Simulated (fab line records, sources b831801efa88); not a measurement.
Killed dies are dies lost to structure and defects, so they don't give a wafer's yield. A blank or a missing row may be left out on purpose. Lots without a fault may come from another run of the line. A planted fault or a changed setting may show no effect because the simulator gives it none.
fab line records | flow gf180mcu
record lots=5 wafers=15 last_day=34
route steps=602 shown HV_LDD@214 NSD@235 PSD@248
lots that met no fault: from a run of the same line without faults
start_h: hours from the record's first day to the start of the lot's first wafer shown | wait_h: hours since the lot's step before | " the same as in the row above | L1.1+2: a row that stands for several wafers | - no value, or no start given | * or withheld: withheld | < > ~ a bound
route shown NAME@n: a module of which the file shows steps, and the number in the route of the first | usual: mean/standard deviation of fault-free wafers | same: alike in all rows | chamber/n: place in a boat | sites: the reading at each site | _std_site: their standard deviation | _edge_site: outer sites' mean less inner sites' | radius_mm: how far each site lies from the wafer's centre | mask NAME#n: copy n | behind: the tool/chamber that last shaped the wafer | hold: why the lot was held/for how many hours/how that ended | device: the transistor (n, p or np) that didn't switch | end of line: the same wafers' tests at the end of the route | a step without rows: its recipe alone | killed: dies lost to structure and defects at the first sort, not the wafer's yield | map: a wafer's dies, x killed, . not, _ none there
set.NAME: the setting as run; set.NAME@STEP: as run at that earlier step | model.NAME: the simulator's own value behind a step, which no gauge read
lots at some steps of the route; a table a step, a row a wafer
services: from which hour (start_h, from the record's first day; less than 0 if before it) a tool's chamber was out of use, for how many hours, and why
## steps
# step GF_HV_LDD_TW_MEAS_38
# usual HV_LDD_3_TW=1459/15
# columns lot.wafer tool chamber start_h wait_h HV_LDD_3_TW
L075.1 film_metro-03 - 257.67 0.1 1455
L075.2 " - " " 1451
L075.3 " - " " 1462
L089.1 film_metro-03 - 367.02 0.1 1456
L089.2 " - " " 1460
L089.4 " - " " 1461
L092.1 film_metro-03 - 404.51 0.1 1466
L092.2 " - " " 1465
L092.6 " - " " 1470
L094.2 film_metro-03 - 412.22 0.1 1464
L094.3 " - " " 1463
L094.5 " - " " 1456
L097.1 film_metro-04 - 435.63 0.1 1482
L097.2 " - " " 1485
L097.6 " - " " 1482
# step GF_HV_LDD_DEHYDRATE_39
# recipe temp_c=200 time_s=60
# columns lot.wafer tool chamber start_h wait_h
L075.1+2+3 litho_track-03 0 266.26 8.6
L089.1+2+4 litho_track-03 0 377.41 10.4
L092.1+2+6 litho_track-04 0 415.71 11.2
L094.2+3+5 litho_track-04 0 423.78 11.5
L097.1+2+6 litho_track-03 0 447.46 11.8
# step GF_HV_LDD_HMDS_40
# recipe prime_time_s=60 prime_temp_c=120
# usual prime_temp_c=120.00/0.12
# columns lot.wafer tool chamber start_h wait_h prime_temp_c
L075.1 litho_track-03 0 266.41 0.1 120.06
L075.2 " 0 " " 120.19
L075.3 " 0 " " 119.82
L089.1 litho_track-03 0 377.56 0.1 119.86
L089.2 " 0 " " 120.15
L089.4 " 0 " " 120.35
L092.1 litho_track-04 0 415.86 0.1 120.00
L092.2 " 0 " " 119.92
L092.6 " 0 " " 119.91
L094.2 litho_track-04 0 423.93 0.1 120.21
L094.3 " 0 " " 120.18
L094.5 " 0 " " 120.01
L097.1 litho_track-03 0 447.61 0.1 120.06
L097.2 " 0 " " 119.80
L097.6 " 0 " " 119.94
# step GF_HV_LDD_COAT_41
# recipe resist=NOVOLAK spin_rpm=3000 resist_thk_nm=1009
# columns lot.wafer tool chamber start_h wait_h
L075.1+2+3 litho_track-03 0 266.56 0.1
L089.1+2+4 litho_track-03 0 377.71 0.1
L092.1+2+6 litho_track-04 0 416.01 0.1
L094.2+3+5 litho_track-04 0 424.08 0.1
L097.1+2+6 litho_track-03 0 447.76 0.1
# step GF_HV_LDD_SOFTBAKE_42
# recipe temp_c=90 time_s=60 resist=NOVOLAK
# columns lot.wafer tool chamber start_h wait_h
L075.1+2+3 litho_track-03 0 266.71 0.1
L089.1+2+4 litho_track-03 0 377.86 0.1
L092.1+2+6 litho_track-04 0 416.16 0.1
L094.2+3+5 litho_track-04 0 424.23 0.1
L097.1+2+6 litho_track-03 0 447.91 0.1
# step GF_HV_LDD_EXPOSE_43
# recipe mask_id=Pplus_HV_AREA target_cd_nm=400 na=0.6 source_shape=conventional sigma_outer=0.6 dose_mj=140
# columns lot.wafer tool chamber start_h wait_h mask
L075.1+2+3 iline_stepper-01 0 - - Pplus_HV_AREA#0
L089.1+2+4 iline_stepper-01 0 - - Pplus_HV_AREA#0
L092.1+2+6 iline_stepper-02 0 - - Pplus_HV_AREA#0
L094.2+3+5 iline_stepper-01 0 - - Pplus_HV_AREA#0
L097.1+2+6 iline_stepper-01 0 - - Pplus_HV_AREA#0
# step GF_HV_LDD_PEB_44
# recipe temp_c=withheld time_s=* resist=NOVOLAK
# columns lot.wafer tool chamber start_h wait_h
L075.1+2+3 litho_track-04 0 - -
L089.1+2+4 litho_track-02 0 - -
L092.1+2+6 litho_track-03 0 - -
L094.2+3+5 litho_track-03 0 - -
L097.1+2+6 litho_track-03 0 - -
# step GF_HV_LDD_DEVELOP_45
# recipe develop_time_s=60 dev_temp_c=23
# columns lot.wafer tool chamber start_h wait_h
L075.1+2+3 litho_track-04 0 276.26 0.1
L089.1+2+4 litho_track-02 0 388.51 0.1
L092.1+2+6 litho_track-03 0 428.31 0.1
L094.2+3+5 litho_track-03 0 436.23 0.1
L097.1+2+6 litho_track-03 0 460.06 0.1
# step GF_HV_LDD_CD_MEAS_46
# recipe target_cd_nm=400
# usual cd_nm=398.4/2.2
# columns lot.wafer tool chamber start_h wait_h cd_nm
L075.1 cd_sem-02 - 276.41 0.1 400.0
L075.2 " - " " 399.0
L075.3 " - " " 397.4
L089.1 cd_sem-02 - 388.66 0.1 398.2
L089.2 " - " " 396.8
L089.4 " - " " 396.6
L092.1 cd_sem-01 - 428.46 0.1 398.3
L092.2 " - " " 400.3
L092.6 " - " " 398.8
L094.2 cd_sem-02 - 436.38 0.1 401.2
L094.3 " - " " 401.7
L094.5 " - " " 401.6
L097.1 cd_sem-02 - 460.21 0.1 398.8
L097.2 " - " " 398.2
L097.6 " - " " 396.7
# step GF_HV_LDD_OVL_MEAS_47
# usual HV_LDD_03_OVL=0.1/1.6
# columns lot.wafer tool chamber start_h wait_h HV_LDD_03_OVL[nm]
L075.1 overlay-02 - 276.53 0.1 2.2
L075.2 " - " " 1.9
L075.3 " - " " -0.2
L089.1 overlay-02 - 388.78 0.1 -1.5
L089.2 " - " " -1.8
L089.4 " - " " -2.9
L092.1 overlay-01 - 428.58 0.1 1.8
L092.2 " - " " 3.3
L092.6 " - " " 1.1
L094.2 overlay-02 - 436.48 0.1 0.5
L094.3 " - " " 1.4
L094.5 " - " " 3.0
L097.1 overlay-01 - 460.33 0.1 -2.4
L097.2 " - " " -1.7
L097.6 " - " " -1.2
# step GF_HV_LDD_IMPLANT_48
# recipe species=B energy_kev=25 dose_cm2=3e+13 tilt_deg=7
# usual beam_energy_keV=25.000/0.0072 end_station_pressure_torr=5.1e-06/2.8e-07
# columns lot.wafer tool chamber start_h wait_h beam_energy_keV end_station_pressure_torr
L075.1 implanter-02 0 276.57 0.0 24.993 5.39e-06
L075.2 " 0 " " 25.009 5.06e-06
L075.3 " 0 " " 24.998 5.24e-06
L089.1 implanter-02 0 388.82 0.0 25.002 4.93e-06
L089.2 " 0 " " 24.991 4.94e-06
L089.4 " 0 " " 24.993 4.95e-06
L092.1 implanter-02 0 428.61 0.0 25.003 4.87e-06
L092.2 " 0 " " 25.016 4.98e-06
L092.6 " 0 " " 25.010 5.25e-06
L094.2 implanter-02 0 436.54 0.0 25.000 5.09e-06
L094.3 " 0 " " 25.007 5.1e-06
L094.5 " 0 " " 25.012 4.59e-06
L097.1 implanter-04 0 460.36 0.0 25.016 5.24e-06
L097.2 " 0 " " 24.997 5.69e-06
L097.6 " 0 " " 25.006 4.81e-06
# step GF_HV_LDD_STRIP_49
# recipe chemistry=O2/N2 power_w=1400 pressure_mtorr=1500 platen_temp_c=250 o2_flow_sccm=3000 n2_flow_sccm=300 overash_fraction=0.5
# usual drypump_motor_current_A=5.8/0.5 heater_power_w=349/23 oes_product_au=0.716/0.0045 platen_temp_c=250.01/0.17 strip_time_to_endpoint_s=12.74/0.035
# columns lot.wafer tool chamber start_h wait_h drypump_motor_current_A heater_power_w oes_product_au platen_temp_c rf_hours_counter_h strip_time_to_endpoint_s
L075.1 plasma_asher-01 1 276.72 0.1 5.5 338 0.709 250.29 18 12.69
L075.2 " 0 " " 6.2 364 0.727 250.05 18 12.73
L075.3 " 1 " " 5.5 328 0.722 250.37 - 12.71
L089.1 plasma_asher-01 1 388.97 0.1 5.5 335 0.712 250.01 29 12.70
L089.2 " 0 " " 6.1 355 0.714 250.11 29 12.75
L089.4 " 0 " " 6.2 359 0.721 249.97 - 12.75
L092.1 plasma_asher-01 1 428.76 0.1 5.5 341 0.712 250.18 34 12.69
L092.2 " 0 " " 6.2 370 0.713 249.85 34 12.74
L092.6 " 1 " " 5.5 331 0.720 250.04 - 12.74
L094.2 plasma_asher-03 0 436.66 0.1 5.4 321 0.719 249.92 78 12.74
L094.3 " 0 " " 5.5 324 0.711 250.03 - 12.70
L094.5 " 1 " " 4.9 321 0.714 250.32 - 12.73
L097.1 plasma_asher-02 0 460.51 0.1 6.5 378 0.716 249.86 3 12.75
L097.2 " 1 " " 6.0 366 0.719 250.10 3 12.75
L097.6 " 1 " " 6.0 346 0.710 249.81 - 12.78
# step GF_HV_LDD_TW_MEAS_50
# usual HV_LDD_4_TW=576/5.9
# columns lot.wafer tool chamber start_h wait_h HV_LDD_4_TW
L075.1 film_metro-03 - 276.82 0.1 581
L075.2 " - " " 581
L075.3 " - " " 578
L089.1 film_metro-03 - 389.07 0.1 581
L089.2 " - " " 581
L089.4 " - " " 582
L092.1 film_metro-03 - 428.86 0.1 579
L092.2 " - " " 579
L092.6 " - " " 578
L094.2 film_metro-01 - 436.77 0.1 571
L094.3 " - " " 569
L094.5 " - " " 574
L097.1 film_metro-01 - 460.61 0.1 572
L097.2 " - " " 572
L097.6 " - " " 569
# step GF_HV_LDD_CLEAN_51
# recipe chemistry=SC1/SC2 mix=1:4:20 temp_c=70 time_s=150 dry=n2_spin
# columns lot.wafer tool chamber start_h wait_h
L075.1+2+3 wet_bench-04 0 276.88 0.1
L089.1+2+4 wet_bench-01 3 389.13 0.1
L092.1+2+6 wet_bench-04 3 428.92 0.1
L094.2+3+5 wet_bench-04 2 436.82 0.0
L097.1+2+6 wet_bench-03 2 460.67 0.1
# step GF_HV_LDD_RTA_52
# recipe temp_c=1000 time_s=10.79 ambient=N2
# usual lamp_power_pct=33/5.2 wafer_temp_C_max=1004.8/1.4
# columns lot.wafer tool chamber start_h wait_h lamp_power_pct wafer_temp_C_max
L075.1 rtp_anneal-02 0 276.93 0.0 28 1006.6
L075.2 " 0 " " 28 1005.7
L075.3 " 0 " " 28 1006.2
L089.1 rtp_anneal-02 0 389.18 0.0 28 1004.4
L089.2 " 0 " " 28 1005.4
L089.4 " 0 " " 28 1005.6
L092.1 rtp_anneal-01 0 428.97 0.0 39 1004.2
L092.2 " 0 " " 39 1003.8
L092.6 " 0 " " 39 1004.2
L094.2 rtp_anneal-01 0 436.88 0.0 39 1003.4
L094.3 " 0 " " 39 1003.4
L094.5 " 0 " " 39 1003.1
L097.1 rtp_anneal-01 0 460.72 0.0 39 1003.4
L097.2 " 0 " " 39 1003.2
L097.6 " 0 " " 39 1004.1
# step GF_HV_LDD_RS_MEAS_53
# recipe thk_meas_gauge=four-point-probe
# usual HV_LDD_RS=418.1/0.92
# columns lot.wafer tool chamber start_h wait_h HV_LDD_RS[ohm/sq]
L075.1 film_metro-04 - 276.99 0.1 418.9
L075.2 " - " " 419.2
L075.3 " - " " 419.9
L089.1 film_metro-01 - 389.24 0.1 417.7
L089.2 " - " " 417.8
L089.4 " - " " 417.5
L092.1 film_metro-01 - 429.04 0.1 418.1
L092.2 " - " " 417.9
L092.6 " - " " 417.8
L094.2 film_metro-03 - 436.96 0.1 418.8
L094.3 " - " " 418.7
L094.5 " - " " 418.1
L097.1 film_metro-03 - 460.79 0.1 419.5
L097.2 " - " " 419.3
L097.6 " - " " 418.3
# step GF_HV_LDD_CVD_54
# recipe material=SiO2 target_thk_nm=10 precursor=TEOS temp_c=680 time_s=75 pressure_mtorr=400
# columns lot.wafer tool chamber start_h wait_h
L075.1+2+3 lpcvd-01 1 277.11 0.1
L089.1+2+4 lpcvd-01 0 389.36 0.1
L092.1+2+6 lpcvd-02 0 429.16 0.1
L094.2+3+5 lpcvd-02 1 437.06 0.1
L097.1+2+6 lpcvd-02 1 460.91 0.1
# step GF_HV_LDD_THK_MEAS_55
# recipe reads=SiO2_of_HV_LDD_CVD_54
# usual HV_LDD_CVD_54_THK=9.99/0.14
# columns lot.wafer tool chamber start_h wait_h HV_LDD_CVD_54_THK[nm]
L075.1 film_metro-04 - 278.64 0.0 9.80
L075.2 " - " " 9.80
L075.3 " - " " 9.79
L089.1 film_metro-04 - 390.38 0.0 9.91
L089.2 " - " " 9.79
L089.4 " - " " 10.07
L092.1 film_metro-03 - 430.18 0.0 10.04
L092.2 " - " " 10.10
L092.6 " - " " 10.21
L094.2 film_metro-01 - 438.09 0.0 9.84
L094.3 " - " " 9.81
L094.5 " - " " 9.96
L097.1 film_metro-04 - 461.93 0.0 9.95
L097.2 " - " " 10.05
L097.6 " - " " 10.02
# step GF_HV_LDD_CVD_56
# recipe material=Si3N4 precursor=DCS/NH3 target_thk_nm=90 temp_c=770 time_s=1543 pressure_mtorr=250
# columns lot.wafer tool chamber start_h wait_h
L075.1+2+3 lpcvd-01 1 278.70 0.1
L089.1+2+4 lpcvd-01 0 390.44 0.1
L092.1+2+6 lpcvd-01 1 430.78 0.6
L094.2+3+5 lpcvd-01 1 438.14 0.0
L097.1+2+6 lpcvd-01 0 463.17 1.2
# step GF_HV_LDD_THK_MEAS_57
# recipe reads=Si3N4_of_HV_LDD_CVD_56
# usual HV_LDD_CVD_56_THK=90.3/0.76
# columns lot.wafer tool chamber start_h wait_h HV_LDD_CVD_56_THK[nm]
L075.1 film_metro-01 - 280.85 0.0 90.4
L075.2 " - " " 90.1
L075.3 " - " " 89.8
L089.1 film_metro-01 - 391.87 0.0 90.0
L089.2 " - " " 90.4
L089.4 " - " " 89.6
L092.1 film_metro-03 - 433.99 0.0 90.2
L092.2 " - " " 90.0
L092.6 " - " " 90.1
L094.2 film_metro-01 - 439.58 0.0 90.5
L094.3 " - " " 90.9
L094.5 " - " " 91.1
L097.1 film_metro-04 - 464.60 0.0 90.4
L097.2 " - " " 90.9
L097.6 " - " " 90.6
# step GF_HV_LDD_ETCHBACK_58
# recipe chemistry=CH3F/O2 target=Si3N4 stop_on=SiO2 source_w=400 bias_w=80 pressure_mtorr=25 ch3f_flow_sccm=40 O2_flow_sccm=30 time_s=100 target_depth_a=900
# usual drypump_motor_current_A=5.9/0.36 oes_product_au=0.844/0.0064 throttle_valve_pct=10.561/0.0088
# columns lot.wafer tool chamber start_h wait_h drypump_motor_current_A oes_product_au rf_hours_counter_h throttle_valve_pct
L075.1 rie_diel-03 1 280.91 0.1 6.3 0.847 81 10.556
L075.2 " 2 " " 6.2 0.843 25 10.568
L075.3 " 3 " " 5.3 0.837 101 10.563
L089.1 rie_diel-03 2 391.93 0.1 6.1 0.840 28 10.556
L089.2 " 1 " " 6.3 0.841 85 10.559
L089.4 " 3 " " 5.3 0.840 104 10.562
L092.1 rie_diel-02 3 434.05 0.1 5.9 0.845 45 10.553
L092.2 " 1 " " 6.3 0.840 85 10.559
L092.6 " 2 " " 5.8 0.835 - 10.567
L094.2 rie_diel-04 2 439.63 0.0 5.8 0.842 91 10.568
L094.3 " 0 " " 5.7 0.849 31 10.564
L094.5 " 1 " " 6.3 0.856 - 10.574
L097.1 rie_diel-04 1 464.66 0.1 6.4 0.840 6 10.563
L097.2 " 0 " " 5.6 0.844 32 10.561
L097.6 " 3 " " 6.2 0.840 - 10.554
# step GF_NSD_DEHYDRATE_00
# recipe temp_c=200 time_s=60
# columns lot.wafer tool chamber start_h wait_h
L075.1+2+3 litho_track-02 0 290.26 9.3
L089.1+2+4 litho_track-01 0 403.12 11.2
L092.1+2+6 litho_track-02 0 445.41 11.3
L094.2+3+5 litho_track-02 0 451.83 12.2
L097.1+2+6 litho_track-01 0 476.27 11.6
# step GF_NSD_HMDS_01
# recipe prime_time_s=60 prime_temp_c=120
# usual prime_temp_c=120.00/0.13
# columns lot.wafer tool chamber start_h wait_h prime_temp_c
L075.1 litho_track-02 0 290.41 0.1 120.17
L075.2 " 0 " " 120.12
L075.3 " 0 " " 120.26
L089.1 litho_track-01 0 403.27 0.1 119.99
L089.2 " 0 " " 120.08
L089.4 " 0 " " 120.00
L092.1 litho_track-02 0 445.56 0.1 120.01
L092.2 " 0 " " 120.07
L092.6 " 0 " " 119.93
L094.2 litho_track-02 0 451.98 0.1 120.11
L094.3 " 0 " " 119.99
L094.5 " 0 " " 120.07
L097.1 litho_track-01 0 476.42 0.1 119.88
L097.2 " 0 " " 119.94
L097.6 " 0 " " 119.96
# step GF_NSD_COAT_02
# recipe resist=NOVOLAK spin_rpm=3000 resist_thk_nm=1000
# columns lot.wafer tool chamber start_h wait_h
L075.1+2+3 litho_track-02 0 290.56 0.1
L089.1+2+4 litho_track-01 0 403.42 0.1
L092.1+2+6 litho_track-02 0 445.71 0.1
L094.2+3+5 litho_track-02 0 452.13 0.1
L097.1+2+6 litho_track-01 0 476.57 0.1
# step GF_NSD_SOFTBAKE_03
# recipe temp_c=90 time_s=60 resist=NOVOLAK
# columns lot.wafer tool chamber start_h wait_h
L075.1+2+3 litho_track-02 0 290.71 0.1
L089.1+2+4 litho_track-01 0 403.57 0.1
L092.1+2+6 litho_track-02 0 445.86 0.1
L094.2+3+5 litho_track-02 0 452.28 0.1
L097.1+2+6 litho_track-01 0 476.72 0.1
# step GF_NSD_EXPOSE_04
# recipe mask_id=Nplus target_cd_nm=400 na=0.6 source_shape=conventional sigma_outer=0.6 dose_mj=140
# columns lot.wafer tool chamber start_h wait_h mask
L075.1+2+3 iline_stepper-01 0 - - Nplus#0
L089.1+2+4 iline_stepper-01 0 - - Nplus#0
L092.1+2+6 iline_stepper-01 0 - - Nplus#0
L094.2+3+5 iline_stepper-02 0 - - Nplus#0
L097.1+2+6 iline_stepper-02 0 - - Nplus#0
# step GF_NSD_PEB_05
# recipe temp_c=withheld time_s=* resist=NOVOLAK
# columns lot.wafer tool chamber start_h wait_h
L075.1+2+3 litho_track-03 0 - -
L089.1+2+4 litho_track-01 0 - -
L092.1+2+6 litho_track-02 0 - -
L094.2+3+5 litho_track-03 0 - -
L097.1+2+6 litho_track-03 0 - -
# step GF_NSD_DEVELOP_06
# recipe develop_time_s=60 dev_temp_c=23
# columns lot.wafer tool chamber start_h wait_h
L075.1+2+3 litho_track-03 0 300.31 0.1
L089.1+2+4 litho_track-01 0 415.02 0.1
L092.1+2+6 litho_track-02 0 458.41 0.1
L094.2+3+5 litho_track-03 0 463.68 0.1
L097.1+2+6 litho_track-03 0 488.16 0.1
# step GF_NSD_CD_MEAS_07
# recipe target_cd_nm=400
# usual cd_nm=399.8/2
# columns lot.wafer tool chamber start_h wait_h cd_nm
L075.1 cd_sem-01 - 300.46 0.1 399.2
L075.2 " - " " 398.4
L075.3 " - " " 398.9
L089.1 cd_sem-01 - 415.17 0.1 402.6
L089.2 " - " " 403.1
L089.4 " - " " 401.9
L092.1 cd_sem-01 - 458.56 0.1 403.6
L092.2 " - " " 402.6
L092.6 " - " " 402.7
L094.2 cd_sem-02 - 463.83 0.1 398.6
L094.3 " - " " 399.1
L094.5 " - " " 400.3
L097.1 cd_sem-01 - 488.31 0.1 401.3
L097.2 " - " " 400.3
L097.6 " - " " 399.5
# step GF_NSD_OVL_MEAS_08
# usual NSD_OVL=0.3/1.3
# columns lot.wafer tool chamber start_h wait_h NSD_OVL[nm]
L075.1 overlay-02 - 300.58 0.1 1.5
L075.2 " - " " -0.7
L075.3 " - " " -1.9
L089.1 overlay-02 - 415.29 0.1 -0.7
L089.2 " - " " 1.1
L089.4 " - " " 0.7
L092.1 overlay-02 - 458.68 0.1 0.1
L092.2 " - " " -0.7
L092.6 " - " " -0.1
L094.2 overlay-01 - 463.93 0.1 0.8
L094.3 " - " " 1.5
L094.5 " - " " 2.0
L097.1 overlay-01 - 488.43 0.1 1.5
L097.2 " - " " 0.4
L097.6 " - " " 2.9
# step GF_NSD_IMPLANT_09
# recipe species=As energy_kev=60 dose_cm2=4e+15 tilt_deg=7
# usual beam_energy_keV=59.997/0.019 end_station_pressure_torr=1.24e-05/6.4e-07
# columns lot.wafer tool chamber start_h wait_h beam_energy_keV end_station_pressure_torr
L075.1 implanter-01 0 300.62 0.0 59.994 1.27e-05
L075.2 " 0 " " 59.965 1.21e-05
L075.3 " 0 " " 59.993 1.25e-05
L089.1 implanter-01 0 415.33 0.0 59.973 1.25e-05
L089.2 " 0 " " 59.957 1.2e-05
L089.4 " 0 " " 59.993 1.22e-05
L092.1 implanter-02 0 458.72 0.0 60.006 1.4e-05
L092.2 " 0 " " 59.981 1.31e-05
L092.6 " 0 " " 59.986 1.36e-05
L094.2 implanter-02 0 463.99 0.0 59.976 1.21e-05
L094.3 " 0 " " 60.010 1.35e-05
L094.5 " 0 " " 60.001 1.16e-05
L097.1 implanter-02 0 488.46 0.0 59.994 1.37e-05
L097.2 " 0 " " 59.997 1.35e-05
L097.6 " 0 " " 59.980 1.25e-05
# step GF_NSD_IMPLANT_10
# recipe species=P energy_kev=40 dose_cm2=5e+14 tilt_deg=7
# usual beam_energy_keV=39.999/0.011 end_station_pressure_torr=7.3e-06/3.3e-07
# columns lot.wafer tool chamber start_h wait_h beam_energy_keV end_station_pressure_torr
L075.1 implanter-01 0 300.77 0.1 39.999 7.1e-06
L075.2 " 0 " " 39.998 7.9e-06
L075.3 " 0 " " 39.999 7.1e-06
L089.1 implanter-01 0 415.48 0.1 39.992 6.8e-06
L089.2 " 0 " " 39.976 7.4e-06
L089.4 " 0 " " 39.992 7.5e-06
L092.1 implanter-02 0 458.87 0.1 40.000 6.3e-06
L092.2 " 0 " " 40.018 7.5e-06
L092.6 " 0 " " 40.005 7.3e-06
L094.2 implanter-02 0 464.14 0.1 40.007 7.5e-06
L094.3 " 0 " " 40.003 6.7e-06
L094.5 " 0 " " 40.010 7.8e-06
L097.1 implanter-02 0 488.61 0.1 39.995 7.1e-06
L097.2 " 0 " " 39.997 7.4e-06
L097.6 " 0 " " 39.994 7.6e-06
# step GF_NSD_STRIP_11
# recipe chemistry=O2/N2 power_w=1400 pressure_mtorr=1500 platen_temp_c=250 o2_flow_sccm=3000 n2_flow_sccm=300 overash_fraction=0.5
# usual drypump_motor_current_A=6.10/0.27 heater_power_w=345/27 oes_product_au=0.487/0.0043 platen_temp_c=250.02/0.19 strip_time_to_endpoint_s=22.95/0.044
# columns lot.wafer tool chamber start_h wait_h drypump_motor_current_A heater_power_w oes_product_au platen_temp_c rf_hours_counter_h strip_time_to_endpoint_s
L075.1 plasma_asher-04 1 300.92 0.1 6.05 318 0.489 250.18 49 22.95
L075.2 " 0 " " 6.08 314 0.481 250.34 49 22.92
L075.3 " 0 " " 6.10 310 0.491 249.84 - 22.90
L089.1 plasma_asher-04 0 415.63 0.1 6.10 313 0.479 250.18 60 22.93
L089.2 " 1 " " 6.06 323 0.488 250.05 60 22.94
L089.4 " 1 " " 6.06 324 0.488 249.77 - 22.96
L092.1 plasma_asher-04 1 459.02 0.1 6.09 322 0.488 250.21 65 22.94
L092.2 " 0 " " 6.16 313 0.482 250.13 65 22.96
L092.6 " 1 " " 6.08 324 0.485 249.86 - 22.96
L094.2 plasma_asher-02 1 464.26 0.1 5.98 363 0.489 250.07 4 23.01
L094.3 " 0 " " 6.53 393 0.485 250.03 - 22.94
L094.5 " 0 " " 6.52 373 0.493 249.87 - 22.96
L097.1 plasma_asher-01 0 488.76 0.1 6.19 371 0.490 249.88 40 22.95
L097.2 " 1 " " 5.52 329 0.495 249.71 40 22.93
L097.6 " 0 " " 6.13 371 0.490 250.06 - 22.98
# step GF_NSD_TW_MEAS_12
# usual NSD_TW=4254/48
# columns lot.wafer tool chamber start_h wait_h NSD_TW
L075.1 film_metro-02 - 301.02 0.1 4216
L075.2 " - " " 4226
L075.3 " - " " 4212
L089.1 film_metro-02 - 415.73 0.1 4184
L089.2 " - " " 4217
L089.4 " - " " 4187
L092.1 film_metro-02 - 459.12 0.1 4205
L092.2 " - " " 4204
L092.6 " - " " 4195
L094.2 film_metro-03 - 464.37 0.1 4335
L094.3 " - " " 4327
L094.5 " - " " 4310
L097.1 film_metro-01 - 488.86 0.1 4252
L097.2 " - " " 4245
L097.6 " - " " 4260
# step GF_PSD_DEHYDRATE_00
# recipe temp_c=200 time_s=60
# columns lot.wafer tool chamber start_h wait_h
L075.1+2+3 litho_track-04 0 311.06 10.0
L089.1+2+4 litho_track-03 0 427.26 11.5
L092.1+2+6 litho_track-03 0 470.56 11.4
L094.2+3+5 litho_track-01 0 475.70 11.3
L097.1+2+6 litho_track-04 0 500.31 11.4
# step GF_PSD_HMDS_01
# recipe prime_time_s=60 prime_temp_c=120
# usual prime_temp_c=120.02/0.12
# columns lot.wafer tool chamber start_h wait_h prime_temp_c
L075.1 litho_track-04 0 311.21 0.1 120.15
L075.2 " 0 " " 120.14
L075.3 " 0 " " 120.00
L089.1 litho_track-03 0 427.41 0.1 119.98
L089.2 " 0 " " 120.17
L089.4 " 0 " " 119.88
L092.1 litho_track-03 0 470.71 0.1 119.93
L092.2 " 0 " " 120.17
L092.6 " 0 " " 120.06
L094.2 litho_track-01 0 475.85 0.1 119.97
L094.3 " 0 " " 120.13
L094.5 " 0 " " 120.18
L097.1 litho_track-04 0 500.46 0.1 119.98
L097.2 " 0 " " 119.91
L097.6 " 0 " " 119.97
# step GF_PSD_COAT_02
# recipe resist=NOVOLAK spin_rpm=3000 resist_thk_nm=1000
# columns lot.wafer tool chamber start_h wait_h
L075.1+2+3 litho_track-04 0 311.36 0.1
L089.1+2+4 litho_track-03 0 427.56 0.1
L092.1+2+6 litho_track-03 0 470.86 0.1
L094.2+3+5 litho_track-01 0 476.00 0.1
L097.1+2+6 litho_track-04 0 500.61 0.1
# step GF_PSD_SOFTBAKE_03
# recipe temp_c=90 time_s=60 resist=NOVOLAK
# columns lot.wafer tool chamber start_h wait_h
L075.1+2+3 litho_track-04 0 311.51 0.1
L089.1+2+4 litho_track-03 0 427.71 0.1
L092.1+2+6 litho_track-03 0 471.01 0.1
L094.2+3+5 litho_track-01 0 476.15 0.1
L097.1+2+6 litho_track-04 0 500.76 0.1
# step GF_PSD_EXPOSE_04
# recipe mask_id=Pplus target_cd_nm=400 na=0.6 source_shape=conventional sigma_outer=0.6 dose_mj=140
# columns lot.wafer tool chamber start_h wait_h mask
L075.1+2+3 iline_stepper-02 0 - - Pplus#0
L089.1+2+4 iline_stepper-01 0 - - Pplus#0
L092.1+2+6 iline_stepper-02 0 - - Pplus#0
L094.2+3+5 iline_stepper-02 0 - - Pplus#0
L097.1+2+6 iline_stepper-02 0 - - Pplus#0
# step GF_PSD_PEB_05
# recipe temp_c=withheld time_s=* resist=NOVOLAK
# columns lot.wafer tool chamber start_h wait_h
L075.1+2+3 litho_track-04 0 - -
L089.1+2+4 litho_track-03 0 - -
L092.1+2+6 litho_track-03 0 - -
L094.2+3+5 litho_track-01 0 - -
L097.1+2+6 litho_track-03 0 - -
# step GF_PSD_DEVELOP_06
# recipe develop_time_s=60 dev_temp_c=23
# columns lot.wafer tool chamber start_h wait_h
L075.1+2+3 litho_track-04 0 321.21 0.1
L089.1+2+4 litho_track-03 0 439.56 0.1
L092.1+2+6 litho_track-03 0 483.16 0.1
L094.2+3+5 litho_track-01 0 487.55 0.1
L097.1+2+6 litho_track-03 0 512.21 0.1
# step GF_PSD_CD_MEAS_07
# recipe target_cd_nm=400
# usual cd_nm=400.3/2.1
# columns lot.wafer tool chamber start_h wait_h cd_nm
L075.1 cd_sem-01 - 321.36 0.1 405.6
L075.2 " - " " 405.1
L075.3 " - " " 404.9
L089.1 cd_sem-01 - 439.71 0.1 400.4
L089.2 " - " " 398.1
L089.4 " - " " 401.4
L092.1 cd_sem-02 - 483.31 0.1 400.5
L092.2 " - " " 398.3
L092.6 " - " " 398.9
L094.2 cd_sem-01 - 487.69 0.1 403.1
L094.3 " - " " 403.0
L094.5 " - " " 401.3
L097.1 cd_sem-01 - 512.36 0.1 403.2
L097.2 " - " " 401.4
L097.6 " - " " 400.2
# step GF_PSD_OVL_MEAS_08
# usual PSD_OVL=-0.6/1.7
# columns lot.wafer tool chamber start_h wait_h PSD_OVL[nm]
L075.1 overlay-02 - 321.48 0.1 -1.9
L075.2 " - " " -3.1
L075.3 " - " " -1.8
L089.1 overlay-02 - 439.83 0.1 2.2
L089.2 " - " " 1.3
L089.4 " - " " 2.4
L092.1 overlay-02 - 483.43 0.1 -0.9
L092.2 " - " " -0.1
L092.6 " - " " -1.4
L094.2 overlay-01 - 487.80 0.1 -0.8
L094.3 " - " " -2.4
L094.5 " - " " -2.4
L097.1 overlay-02 - 512.48 0.1 0.5
L097.2 " - " " 1.8
L097.6 " - " " 1.4
## services
# columns tool chamber start_h hours kind
implanter-01 - 263.31 2.3 repair
plasma_asher-04 - 270.83 0.4 repair
iline_stepper-02 - 274.81 1.7 pm
iline_stepper-02 - 277.01 5.2 repair
plasma_asher-04 - 285.33 1.6 repair
iline_stepper-01 - 311.37 1.7 pm
plasma_asher-04 - 311.53 1.3 repair
iline_stepper-01 - 318.43 0.5 repair
implanter-02 - 331.56 7.6 repair
plasma_asher-01 - 335.22 5.9 repair
lpcvd-01 - 353.86 14.6 pm
iline_stepper-02 - 361.58 4.8 repair
iline_stepper-01 - 365.48 1.6 repair
plasma_asher-04 - 366.49 3.5 repair
wet_bench-04 - 368.04 4.4 pm
iline_stepper-02 - 380.68 7.8 repair
implanter-02 - 403.05 0.6 repair
implanter-01 - 416.91 3.5 pm
implanter-01 - 420.92 0.6 repair
implanter-02 - 421.89 1.3 repair
iline_stepper-01 - 450.72 2.1 pm
iline_stepper-02 - 471.61 1.8 repair
iline_stepper-02 - 492.99 1.7 pm
implanter-01 - 511.32 3.1 repair
## key
fault none
